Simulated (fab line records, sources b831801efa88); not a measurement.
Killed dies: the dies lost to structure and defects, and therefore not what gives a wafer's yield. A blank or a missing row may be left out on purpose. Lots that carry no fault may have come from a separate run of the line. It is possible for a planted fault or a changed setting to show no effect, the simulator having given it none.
fab line records | flow gf180mcu
record: lots: 13 wafers: 39 last-day: 34
route steps=602 shown STI@13 VT_IMPLANT@119 POLY_GATE@165 HV_LDD@225
lots that met no fault: from a run of the same line without faults
start-h: start of the lot's first displayed wafer, in hours after the record's first day | wait-h: time in hours since the lot's previous step | " unchanged from the row above | L1.1+2: one row covering several wafers at once | - either no value or no given start | * or withheld: withheld | < > ~ a bound
route shown NAME@n: names a module that has steps shown in the file, with the first one's number in the route | usual: mean/standard deviation of fault-free wafers | same: alike in all rows | chamber/n: place in a boat | sites: readings site by site | _std_site: the values' standard deviation | _edge_site: mean of outer sites minus mean of inner sites | radius-mm: how far each site lies from the wafer's centre | mask NAME#n: copy n | behind: the tool/chamber that last shaped the wafer | hold: what put the lot on hold/how long, in hours/how the hold closed | device: names the non-switching transistor (n, p or np) | end of line: at the end of the route, the tests of the same wafers | a step given without rows: its recipe and nothing more | killed: dies lost to structure and defects at the first sort, not the wafer's yield | map: shows each die of a wafer: x if killed, . if not, _ if none is there
set.NAME: the setting as run; set.NAME@STEP: as run at that earlier step | model.NAME: the simulator's own value behind a step, which no gauge read
a sample of lots followed through the steps of the route, with each step as a table and each wafer as a row
services: when a tool's chamber went out of use (start-h, in hours from the record's first day, below 0 if earlier), for how many hours, and the reason
== steps ==
step: GF_STI_CD_MEAS_12
recipe: target-cd-nm: 220
usual: cd-nm: 220.4/1.3
columns lot.wafer tool chamber start-h wait-h cd-nm
L618.2 cd-sem-02 - 25.85 0.1 220.1
L618.4 " - " " 221.1
L618.6 " - " " 221.2
L619.2 cd-sem-01 - 30.33 0.1 218.8
L619.3 " - " " 219.0
L619.5 " - " " 219.6
L620.2 cd-sem-02 - 35.25 0.1 219.6
L620.4 " - " " 219.5
L620.6 " - " " 220.0
L621.2 cd-sem-01 - 40.58 0.1 219.7
L621.3 " - " " 220.3
L621.5 " - " " 220.9
L622.2 cd-sem-02 - 46.30 0.1 221.5
L622.5 " - " " 221.4
L622.6 " - " " 222.3
L625.1 cd-sem-01 - 61.15 0.1 220.8
L625.2 " - " " 220.7
L625.4 " - " " 219.9
L627.1 cd-sem-02 - 73.03 0.1 221.0
L627.5 " - " " 219.6
L627.6 " - " " 219.5
L634.1 cd-sem-01 - 107.35 0.1 220.0
L634.2 " - " " 219.1
L634.3 " - " " 220.0
L635.2 cd-sem-01 - 112.52 0.1 220.2
L635.3 " - " " 221.2
L635.5 " - " " 219.9
L636.1 cd-sem-02 - 120.38 0.1 220.0
L636.3 " - " " 219.6
L636.6 " - " " 218.6
L637.1 cd-sem-02 - 122.21 0.1 221.2
L637.5 " - " " 221.6
L637.6 " - " " 221.8
L639.1 cd-sem-01 - 134.75 0.1 219.4
L639.3 " - " " 219.8
L639.6 " - " " 219.5
L641.1 cd-sem-01 - 143.65 0.1 221.3
L641.4 " - " " 220.4
L641.6 " - " " 221.1
step: GF_VT_IMPLANT_OVL_MEAS_29
usual: VT_IMPLANT_02_OVL: 0.2/1.3
columns lot.wafer tool chamber start-h wait-h VT_IMPLANT_02_OVL[nm]
L618.2 overlay-01 - 139.33 0.1 0.1
L618.4 " - " " 0.2
L618.6 " - " " 0.2
L619.2 overlay-02 - 143.61 0.1 -0.4
L619.3 " - " " 0.4
L619.5 " - " " 0.6
L620.2 overlay-02 - 152.16 0.1 1.3
L620.4 " - " " 0.7
L620.6 " - " " -0.6
L621.2 overlay-02 - 157.98 0.1 0.8
L621.3 " - " " 1.3
L621.5 " - " " -0.2
L622.2 overlay-01 - 166.86 0.1 1.7
L622.5 " - " " -0.2
L622.6 " - " " 2.8
L625.1 overlay-02 - 184.28 0.1 1.7
L625.2 " - " " 1.9
L625.4 " - " " 2.8
L627.1 overlay-01 - 199.66 0.1 -1.9
L627.5 " - " " 0.0
L627.6 " - " " -0.8
L634.1 overlay-02 - 244.77 0.1 -3.1
L634.2 " - " " -1.4
L634.3 " - " " -2.1
L635.2 overlay-02 - 253.48 0.1 0.5
L635.3 " - " " -0.3
L635.5 " - " " -2.9
L636.1 overlay-02 - 258.22 0.1 -0.4
L636.3 " - " " 1.9
L636.6 " - " " 0.0
L637.1 overlay-02 - 264.35 0.1 2.3
L637.5 " - " " 1.4
L637.6 " - " " 1.1
L639.1 overlay-01 - 276.63 0.1 1.2
L639.3 " - " " 0.5
L639.6 " - " " 0.4
L641.1 overlay-02 - 290.22 0.2 0.8
L641.4 " - " " 0.5
L641.6 " - " " 1.4
step: GF_POLY_GATE_PEB_08
recipe: peb-temp-c: 134.7 peb-time-s: 90 resist: KrF
usual: heater-power-total-W: 85.44/0.074 plate-temp-C: 134.69/0.13
columns lot.wafer tool chamber start-h wait-h heater-power-total-W plate-temp-C
L618.2 litho-track-02 0 193.98 - 85.44 134.49
L618.4 " 0 " " 85.52 134.58
L618.6 " 0 " " 85.30 134.64
L619.2 litho-track-01 0 197.34 - 85.54 134.91
L619.3 " 0 " " 85.55 134.86
L619.5 " 0 " " 85.45 134.79
L620.2 litho-track-01 0 209.24 - 85.30 134.56
L620.4 " 0 " " 85.45 134.76
L620.6 " 0 " " 85.62 134.71
L621.2 litho-track-02 0 212.38 - 85.54 134.59
L621.3 " 0 " " 85.52 134.47
L621.5 " 0 " " 85.43 134.64
L622.2 litho-track-02 0 224.28 - 85.39 134.83
L622.5 " 0 " " 85.48 135.03
L622.6 " 0 " " 85.51 134.85
L625.1 litho-track-02 0 242.65 - 91.01 -
L625.2 " 0 " " 90.96 -
L625.4 " 0 " " 90.95 -
L627.1 litho-track-02 0 259.30 - 90.96 -
L627.5 " 0 " " 91.10 -
L627.6 " 0 " " 91.08 -
L634.1 litho-track-01 0 310.85 - 85.54 134.61
L634.2 " 0 " " 85.44 134.65
L634.3 " 0 " " 85.41 134.60
L635.2 litho-track-04 0 322.01 - 85.30 134.84
L635.3 " 0 " " 85.44 134.82
L635.5 " 0 " " 85.41 134.69
L636.1 litho-track-04 0 327.73 - 85.42 134.67
L636.3 " 0 " " 85.38 134.61
L636.6 " 0 " " 85.32 134.60
L637.1 litho-track-04 0 331.23 - 85.30 134.65
L637.5 " 0 " " 85.54 134.64
L637.6 " 0 " " 85.33 134.76
L639.1 litho-track-01 0 343.00 - 85.49 134.79
L639.3 " 0 " " 85.40 134.86
L639.6 " 0 " " 85.44 134.77
L641.1 litho-track-02 0 358.15 - 85.31 134.61
L641.4 " 0 " " 85.40 134.65
L641.6 " 0 " " 85.48 134.74
step: GF_POLY_GATE_CD_MEAS_10
recipe: target-cd-nm: 280
usual: cd-nm: 279.6/1
columns lot.wafer tool chamber start-h wait-h cd-nm
L618.2 cd-sem-02 - 194.32 0.1 278.9
L618.4 " - " " 279.1
L618.6 " - " " 279.3
L619.2 cd-sem-01 - 197.68 0.1 279.7
L619.3 " - " " 279.0
L619.5 " - " " 279.3
L620.2 cd-sem-02 - 209.57 0.1 278.7
L620.4 " - " " 280.2
L620.6 " - " " 279.9
L621.2 cd-sem-01 - 212.72 0.1 281.1
L621.3 " - " " 280.0
L621.5 " - " " 280.1
L622.2 cd-sem-01 - 224.62 0.1 280.0
L622.5 " - " " 279.5
L622.6 " - " " 279.3
L625.1 cd-sem-02 - 243.00 0.1 283.6
L625.2 " - " " 284.7
L625.4 " - " " 284.5
L627.1 cd-sem-02 - 259.65 0.1 284.0
L627.5 " - " " 284.3
L627.6 " - " " 284.8
L634.1 cd-sem-02 - 311.20 0.1 279.8
L634.2 " - " " 280.7
L634.3 " - " " 281.5
L635.2 cd-sem-02 - 322.35 0.1 278.9
L635.3 " - " " 279.3
L635.5 " - " " 279.9
L636.1 cd-sem-02 - 328.08 0.1 280.1
L636.3 " - " " 280.4
L636.6 " - " " 280.8
L637.1 cd-sem-02 - 331.58 0.1 279.3
L637.5 " - " " 278.6
L637.6 " - " " 278.8
L639.1 cd-sem-01 - 343.35 0.1 278.6
L639.3 " - " " 279.0
L639.6 " - " " 279.2
L641.1 cd-sem-01 - 358.50 0.1 280.2
L641.4 " - " " 280.4
L641.6 " - " " 280.6
step: GF_POLY_GATE_CD_MEAS_18
usual: cd-nm: 279.4/2
columns lot.wafer tool chamber start-h wait-h cd-nm
L618.2 cd-sem-01 - 196.06 0.1 279.4
L618.4 " - " " 281.2
L618.6 " - " " 280.1
L619.2 cd-sem-01 - 201.33 0.1 279.1
L619.3 " - " " 277.8
L619.5 " - " " 278.0
L620.2 cd-sem-01 - 211.55 0.1 279.9
L620.4 " - " " 280.0
L620.6 " - " " 278.8
L621.2 cd-sem-01 - 214.46 0.1 283.1
L621.3 " - " " 279.5
L621.5 " - " " 280.1
L622.2 cd-sem-01 - 226.35 0.1 279.4
L622.5 " - " " 277.6
L622.6 " - " " 279.6
L625.1 cd-sem-02 - 244.90 0.2 286.4
L625.2 " - " " 284.8
L625.4 " - " " 286.8
L627.1 cd-sem-02 - 261.38 0.1 282.9
L627.5 " - " " 285.2
L627.6 " - " " 285.7
L634.1 cd-sem-02 - 313.27 0.1 280.1
L634.2 " - " " 280.2
L634.3 " - " " 282.8
L635.2 cd-sem-02 - 324.30 0.2 278.5
L635.3 " - " " 279.5
L635.5 " - " " 279.3
L636.1 cd-sem-02 - 329.80 0.1 283.4
L636.3 " - " " 281.2
L636.6 " - " " 282.1
L637.1 cd-sem-01 - 334.79 0.1 281.2
L637.5 " - " " 281.6
L637.6 " - " " 276.6
L639.1 cd-sem-02 - 345.57 0.1 277.1
L639.3 " - " " 282.1
L639.6 " - " " 280.5
L641.1 cd-sem-02 - 360.80 0.1 278.2
L641.4 " - " " 280.7
L641.6 " - " " 278.2
step: GF_HV_LDD_STRIP_49
recipe: chemistry: O2/N2 power-w: 1400 pressure-mtorr: 1500 platen-temp-c: 250 o2-flow-sccm: 3000 n2-flow-sccm: 300 overash-fraction: 0.5
usual: drypump-motor-current-A: 5.87/0.29 heater-power-w: 336/50 oes-product-au: 0.716/0.0043 strip-time-to-endpoint-s: 12.63/0.037
columns lot.wafer tool chamber start-h wait-h drypump-motor-current-A heater-power-w oes-product-au rf-hours-counter-h strip-time-to-endpoint-s
L618.2 plasma-asher-04 1 268.92 0.1 5.90 285 0.715 61 12.59
L618.4 " 0 " " 5.79 421 0.719 - 12.59
L618.6 " 1 " " 5.93 281 0.710 - 12.60
L619.2 plasma-asher-04 1 275.58 0.1 5.93 281 0.722 62 12.63
L619.3 " 1 " " 5.94 291 0.717 - 12.63
L619.5 " 1 " " 5.93 288 0.712 - 12.62
L620.2 plasma-asher-02 0 286.53 0.1 6.10 324 0.720 15 12.63
L620.4 " 0 " " 6.10 328 0.716 - 12.61
L620.6 " 1 " " 5.32 358 0.717 - 12.63
L621.2 plasma-asher-01 0 289.81 0.1 6.11 339 0.712 67 12.67
L621.3 " 0 " " 6.10 342 0.716 - 12.63
L621.5 " 1 " " 6.10 274 0.723 - 12.65
L622.2 plasma-asher-04 1 303.47 0.1 5.91 280 0.724 65 12.58
L622.5 " 0 " " 5.77 413 0.710 - 12.57
L622.6 " 1 " " 5.90 282 0.714 - 12.59
L625.1 plasma-asher-01 0 326.27 0.1 6.13 326 0.723 71 12.66
L625.2 " 1 " " 6.11 275 0.715 71 12.63
L625.4 " 1 " " 6.08 276 0.718 - 12.60
L627.1 plasma-asher-04 1 342.70 0.1 5.92 280 0.720 69 12.64
L627.5 " 1 " " 5.95 289 0.717 - 12.69
L627.6 " 0 " " 5.78 416 0.721 - 12.64
L634.1 plasma-asher-01 1 402.47 0.1 6.11 276 0.722 78 12.67
L634.2 " 0 " " 6.11 335 0.711 78 12.62
L634.3 " 1 " " 6.12 271 0.719 - 12.63
L635.2 plasma-asher-01 1 415.32 0.1 6.11 276 0.705 80 12.66
L635.3 " 1 " " 6.10 270 0.714 - 12.69
L635.5 " 0 " " 6.12 331 0.718 - 12.67
L636.1 plasma-asher-01 1 421.75 0.1 6.09 280 0.725 80 12.66
L636.3 " 1 " " 6.10 273 0.725 - 12.60
L636.6 " 0 " " 6.11 329 0.723 - 12.63
L637.1 plasma-asher-01 0 425.45 0.1 6.12 330 0.711 81 12.63
L637.5 " 0 " " 6.13 331 0.721 - 12.67
L637.6 " 1 " " 6.11 278 0.722 - 12.61
L639.1 plasma-asher-04 1 438.27 0.1 5.90 295 0.724 1 12.72
L639.3 " 1 " " 5.94 292 0.720 - 12.65
L639.6 " 0 " " 5.78 423 0.716 - 12.67
L641.1 plasma-asher-02 1 456.40 0.1 5.29 361 0.711 34 12.67
L641.4 " 1 " " 5.33 364 0.715 - 12.66
L641.6 " 0 " " 6.13 330 0.720 - 12.65
== services ==
columns tool chamber start-h hours kind
plasma-asher-02 - 171.07 15.6 pm
plasma-asher-04 - 201.37 0.8 repair
plasma-asher-02 - 207.95 2.8 pm
plasma-asher-02 - 222.97 3.9 repair
plasma-asher-01 - 266.18 3.3 repair
plasma-asher-04 - 421.25 9.0 pm
plasma-asher-04 0 421.25 9.0 vent-cycle
plasma-asher-04 1 421.25 9.0 vent-cycle
plasma-asher-04 0 430.25 - clean
plasma-asher-04 1 430.25 - clean
== key ==
first-sign: step: GF_POLY_GATE_PEB_08 reading: heater-power-total-W direction: up sigmas: 75 usual: 85.44 struck: 91.01
effect: step: GF_POLY_GATE_CD_MEAS_10 reading: cd-nm direction: up sigmas: 4.7 usual: 279.6 struck: 284.3 through: control-loop
effect: step: GF_POLY_GATE_CD_MEAS_18 reading: cd-nm direction: up sigmas: 3 usual: 279.4 struck: 285.3 through: control-loop
met-at GF_POLY_GATE_PEB_08
struck-lots L625,L627
tester-left-out L625,L627
loop-trim: step: GF_POLY_GATE_EXPOSE_07 setting: dose lots: L627
not-acting-at GF_STI_CD_MEAS_12,GF_VT_IMPLANT_OVL_MEAS_29,GF_HV_LDD_STRIP_49
onset-between 224.28 242.65
fault: kind: process-parameter-drift tool: litho-track-02 chamber: - onset-h: 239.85 steps: GF_POLY_GATE_PEB_08 channel: peb-time-s offset: * shape: step end-h: 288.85 acts-in: * stated: *
tester-left-out: of these lots the tester's yield and bins aren't shown, on N5 and GAA mostly nor the transistor test; their killed dies are dies lost to structure and defects alone, not to doping, threshold or leakage, so they don't give the yield
loop-trim: a control loop set the setting to another value than it would have without faults
